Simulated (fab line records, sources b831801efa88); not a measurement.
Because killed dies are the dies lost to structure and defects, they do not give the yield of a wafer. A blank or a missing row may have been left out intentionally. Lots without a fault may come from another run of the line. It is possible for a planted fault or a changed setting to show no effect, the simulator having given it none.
Split-lot trial | flow sky130 | on a route of 708 steps: 5 lots, 23 wafers read

THE SPLIT ITSELF
At SKY_VT_ADJUST_NCORE_EXPOSE_04 (exposes mask LVTN COMPLEMENT THIN, target cd 380 nm), the setting dose-mj was moved away from the recipe's 139 on 7 of the 23 wafers read, by -2.3% to +5.9%. This setting was run at the recipe's value on the other wafers.

FROM THE SPLIT TO THE READING: what the file shows between them, 2 steps
- SKY_VT_ADJUST_NCORE_PEB_05
- SKY_VT_ADJUST_NCORE_DEVELOP_06: develop time 60 s

THE READING
cd-nm at SKY_VT_ADJUST_NCORE_CD_MEAS_07, given in nm (cd target 380 nm). On this fab line, fault-free wafers typically give 379.8 nm with a standard deviation of 2.5 nm.

wafer  | tool, chamber at the split | dose-mj as run | against the recipe | cd-nm, nm | against lot-mates on the recipe
L074.1 | iline-stepper-02, 0        | 139            | recipe             | 380.4     | -
L074.2 | iline-stepper-02, 0        | 139            | recipe             | 382.8     | -
L074.3 | iline-stepper-02, 0        | 139            | recipe             | 381.6     | -
L074.4 | iline-stepper-02, 0        | 139            | recipe             | 380.7     | -
L074.5 | iline-stepper-02, 0        | 139            | recipe             | 379.4     | -
L075.1 | iline-stepper-02, 0        | 139            | recipe             | 379.0     | -
L075.4 | iline-stepper-02, 0        | 139            | recipe             | 379.0     | -
L075.5 | iline-stepper-02, 0        | 139            | recipe             | 378.3     | -
L077.1 | iline-stepper-02, 0        | 139            | recipe             | 383.2     | -
L077.2 | iline-stepper-02, 0        | 139            | recipe             | 381.9     | -
L077.4 | iline-stepper-02, 0        | 139            | recipe             | 384.5     | -
L077.5 | iline-stepper-02, 0        | 147.2          | +5.9%              | 401.2     | +18.0
L077.6 | iline-stepper-02, 0        | 147.2          | +5.9%              | 400.4     | +17.2
L080.2 | iline-stepper-01, 0        | 144.9          | +4.2%              | 392.0     | +12.5
L080.3 | iline-stepper-01, 0        | 139            | recipe             | 378.9     | -
L080.4 | iline-stepper-01, 0        | 139            | recipe             | 380.6     | -
L080.5 | iline-stepper-01, 0        | 144.9          | +4.2%              | 390.3     | +10.8
L080.6 | iline-stepper-01, 0        | 139            | recipe             | 379.0     | -
L084.1 | iline-stepper-01, 0        | 139            | recipe             | 374.6     | -
L084.2 | iline-stepper-01, 0        | 135.8          | -2.3%              | 370.1     | -5.6
L084.3 | iline-stepper-01, 0        | 139            | recipe             | 376.8     | -
L084.5 | iline-stepper-01, 0        | 135.8          | -2.3%              | 370.0     | -5.7
L084.6 | iline-stepper-01, 0        | 135.8          | -2.3%              | 369.9     | -5.8

FIT RESULTS
A straight line over all 23 wafers: cd-nm changes by +3.42 nm for each +1% of dose-mj; r = +0.96; the points scatter about the line by 2.4 nm.
The same after taking each lot's own level away (the mean of its wafers on the recipe; 23 wafers): +2.83 nm for each +1%; r = +0.99; scatter 0.97 nm.
According to that fit, moving dose-mj by its largest amount changes the reading by 17 nm.
The span of the lots' own levels, 375.70 to 383.20 nm, comes to 3.0 times the standard deviation stated above.
So the slope is not independent of the lot-to-lot level: the two fits are not the same.
Check: +16.4 nm against its lot-mates is what the line predicts for one of the wafers moved furthest among these (+5.9%) when that wafer is left out of the fit. Against them it came out at +18 nm.

OTHER SPLITS APPLIED TO THESE WAFERS
Other splits were also applied to these wafers ahead of the reading. Each is held against what the fit with the lots' levels taken away leaves over:
other split on the same wafers        | wafers away from the commonest value | r with cd-nm (lot level and that fit taken away)
SKY_VT_ADJUST_LVTN_SOFTBAKE_14 temp-c | 5                                    | -0.24

THE FILE'S OWN FIT
cd-nm changes by +2.86 nm for each +1% of dose-mj, r = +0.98.
